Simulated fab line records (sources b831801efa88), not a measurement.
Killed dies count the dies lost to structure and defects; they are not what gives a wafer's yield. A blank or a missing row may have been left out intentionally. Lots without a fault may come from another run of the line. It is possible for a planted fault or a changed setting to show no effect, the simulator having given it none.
The tool behind it: which one? | flow sky130 | 27 wafers from 9 lots sampled at 6 of the route's 708 steps

## WHAT THE GAUGES SHOWED, per wafer
SKY_METAL4_OVL_MEAS_14. Usual: METAL4_OVL 3 nm, standard deviation 6.5.
lot  | measured     | on         | METAL4_OVL (nm) | flag
L142 | day 41 09:13 | overlay-01 | 8 10 8          |
L144 | day 42 13:28 | overlay-01 | 5 3 0           |
L146 | day 42 23:19 | overlay-02 | 14 12 13        |
L149 | day 43 21:31 | overlay-01 | -4 0 -3         |
L153 | day 44 14:52 | overlay-01 | -7 -11 1        |
L152 | day 44 20:24 | overlay-02 | 10 7 7          |
L158 | day 46 02:19 | overlay-02 | 8 1 9           |
L162 | day 47 19:40 | overlay-02 | 12 3 4          |
L163 | day 47 21:46 | overlay-02 | -3 9 5          |

SKY_METAL5_RS_MEAS_05: measures by four-point-probe. Usual: METAL5_ALCU_RS 0.02747 ohm/sq, standard deviation 0.00028.
lot  | measured     | on            | METAL5_ALCU_RS (ohm/sq) | flag
L142 | day 42 11:40 | film_metro-03 | 0.0273 0.02723 0.02738  |
L144 | day 43 14:46 | film_metro-04 | 0.02714 0.02728 0.02707 |
L146 | day 44 03:07 | film_metro-01 | 0.02749 0.02729 0.02729 |
L149 | day 44 22:05 | film_metro-04 | 0.02777 0.02776 0.02789 |
L153 | day 45 14:26 | film_metro-04 | 0.0272 0.02725 0.0419   | OFF
L152 | day 45 19:25 | film_metro-03 | 0.02761 0.02769 0.02782 |
L158 | day 47 01:10 | film_metro-04 | 0.02698 0.0409 0.02718  | OFF
L162 | day 48 17:05 | film_metro-03 | 0.02781 0.02771 0.02786 |
L163 | day 48 19:58 | film_metro-01 | 0.02728 0.02687 0.02688 |

SKY_METAL5_THK_MEAS_06: measures by xrf. Usual: METAL5_ALCU_THK 1121 nm, standard deviation 10.
lot  | measured     | on            | METAL5_ALCU_THK (nm) | flag
L142 | day 42 11:46 | film_metro-03 | 1120 1117 1118       |
L144 | day 43 14:53 | film_metro-04 | 1130 1128 1135       |
L146 | day 44 03:14 | film_metro-01 | 1121 1137 1133       |
L149 | day 44 22:13 | film_metro-04 | 1122 1124 1110       |
L153 | day 45 14:34 | film_metro-04 | 1132 1124 736        | OFF
L152 | day 45 19:31 | film_metro-03 | 1109 1114 1100       |
L158 | day 47 01:16 | film_metro-04 | 1133 747 1126        | OFF
L162 | day 48 17:12 | film_metro-03 | 1104 1109 1105       |
L163 | day 48 20:04 | film_metro-01 | 1127 1148 1148       |

## WHICH TOOL RAN EACH LOT (tool, then ch and the chambers of the sampled wafers, then the start)
lot  | SKY_VIA4_STRIP_13                    | SKY_VIA4_SPUTTER_17          | SKY_METAL5_SPUTTER_02
L142 | plasma_asher-01 ch 0,1, day 42 10:09 | pvd_sputter-01, day 42 10:47 | pvd_sputter-02, day 42 11:31
L144 | plasma_asher-04 ch 0,1, day 43 13:18 | pvd_sputter-01, day 43 13:53 | pvd_sputter-02, day 43 14:38
L146 | plasma_asher-04 ch 0,1, day 44 01:14 | pvd_sputter-02, day 44 01:53 | pvd_sputter-03, day 44 02:59
L149 | plasma_asher-01 ch 0,1, day 44 20:17 | pvd_sputter-01, day 44 21:14 | pvd_sputter-03, day 44 21:58
L153 | plasma_asher-03 ch 0, day 45 12:57   | pvd_sputter-04, day 45 13:35 | pvd_sputter-02, day 45 14:19
L152 | plasma_asher-01 ch 0,1, day 45 17:54 | pvd_sputter-02, day 45 18:32 | pvd_sputter-03, day 45 19:17
L158 | plasma_asher-03 ch 0,1, day 46 23:41 | pvd_sputter-01, day 47 00:16 | pvd_sputter-02, day 47 01:00
L162 | plasma_asher-03 ch 0,1, day 48 15:27 | pvd_sputter-01, day 48 16:05 | pvd_sputter-01, day 48 16:58
L163 | plasma_asher-04 ch 0,1, day 48 18:24 | pvd_sputter-02, day 48 18:59 | pvd_sputter-01, day 48 19:49
- SKY_VIA4_STRIP_13: strips in O2/N2.
- SKY_VIA4_SPUTTER_17: material TiN, target thk 20 nm, time 80 s.
- SKY_METAL5_SPUTTER_02: material AlCu, target thk 1150 nm, time 61.2 s.

## AS READ BY THE TOOLS THEMSELVES (means over the sampled wafers that have a number; for cases with no such wafer, the mark the record gives instead)
SKY_VIA4_STRIP_13. Usual: chamber_pressure_mTorr 1500.0 mTorr, standard deviation 1.4; drypump_motor_current_A 5.8 A, standard deviation 0.44; oes_product_au 0.709 a.u., standard deviation 0.0043; strip_time_to_endpoint_s 12.798 s, standard deviation 0.026.
lot  | tool            | chamber_pressure_mTorr (mTorr) | drypump_motor_current_A (A) | oes_product_au (a.u.) | strip_time_to_endpoint_s (s) | flag
L142 | plasma_asher-01 | 1499.5                         | 6.0                         | 0.709                 | 12.806                       |
L144 | plasma_asher-04 | 1500.2                         | 6.0                         | 0.710                 | 12.801                       |
L146 | plasma_asher-04 | 1499.8                         | 6.1                         | 0.710                 | 12.797                       |
L149 | plasma_asher-01 | 1499.9                         | 5.8                         | 0.714                 | 12.790                       |
L153 | plasma_asher-03 | 1497.9                         | 5.0                         | 0.713                 | 12.793                       |
L152 | plasma_asher-01 | 1501.7                         | 6.0                         | 0.707                 | 12.774                       |
L158 | plasma_asher-03 | 1500.9                         | 5.7                         | 0.717                 | 12.789                       |
L162 | plasma_asher-03 | 1500.8                         | 5.4                         | 0.710                 | 12.801                       |
L163 | plasma_asher-04 | 1500.9                         | 6.1                         | 0.711                 | 12.825                       |

SKY_VIA4_SPUTTER_17. Usual: cathode_dc_power_W 4000.1 W, standard deviation 0.72; throttle_valve_pct 30.3 %, standard deviation 0.99.
lot  | tool           | cathode_dc_power_W (W) | throttle_valve_pct (%) | flag
L142 | pvd_sputter-01 | 4000.4                 | 30.5                   |
L144 | pvd_sputter-01 | 3999.7                 | 30.2                   |
L146 | pvd_sputter-02 | 3999.9                 | 30.9                   |
L149 | pvd_sputter-01 | 4000.2                 | 30.5                   |
L153 | pvd_sputter-04 | 4000.0                 | 30.0                   |
L152 | pvd_sputter-02 | 4000.3                 | 30.8                   |
L158 | pvd_sputter-01 | 4000.4                 | 30.3                   |
L162 | pvd_sputter-01 | 4000.6                 | 30.4                   |
L163 | pvd_sputter-02 | 4000.7                 | 29.8                   |

SKY_METAL5_SPUTTER_02. Usual: cathode_dc_power_W 10450 W, standard deviation 1.9; throttle_valve_pct 30.0 %, standard deviation 1.4.
lot  | tool           | cathode_dc_power_W (W) | throttle_valve_pct (%) | flag
L142 | pvd_sputter-02 | 10451                  | 29.9                   |
L144 | pvd_sputter-02 | 10449                  | 29.5                   |
L146 | pvd_sputter-03 | 10450                  | 30.1                   |
L149 | pvd_sputter-03 | 10451                  | 30.0                   |
L153 | pvd_sputter-02 | 10451                  | 29.6                   |
L152 | pvd_sputter-03 | 10451                  | 28.6                   |
L158 | pvd_sputter-02 | 10450                  | 30.7                   |
L162 | pvd_sputter-01 | 10450                  | 30.0                   |
L163 | pvd_sputter-01 | 10449                  | 30.9                   |

## THE ANSWER, worked out from the rows above alone
Rule: a lot is off if the mean of its wafers that have a number lies more than 3 standard deviations from the usual mean. Also off: a lot with no number at a reading for which 4 or more lots have one. Any other lot the step has rows for is counted as sound. First the gauges in route order, then the tools' own readings, where a lot's mean is used as printed above. The first step at which some lot is off is used, and at that step the reading that is off furthest; a lot without a number counts as furthest.
Off: L153, L158, seen at SKY_METAL5_RS_MEAS_05 (METAL5_ALCU_RS).
A tool fits if, at a process step before that reading, it ran every lot that is off, and no sound lot after the first of them. Those tools and the gauges at SKY_METAL5_RS_MEAS_05 are tried in the same way. Undecided on this evidence; 2 tools fit (pvd_sputter-02 at SKY_METAL5_SPUTTER_02, film_metro-04 at SKY_METAL5_RS_MEAS_05).

## WHAT THE SIMULATOR HAD INSERTED
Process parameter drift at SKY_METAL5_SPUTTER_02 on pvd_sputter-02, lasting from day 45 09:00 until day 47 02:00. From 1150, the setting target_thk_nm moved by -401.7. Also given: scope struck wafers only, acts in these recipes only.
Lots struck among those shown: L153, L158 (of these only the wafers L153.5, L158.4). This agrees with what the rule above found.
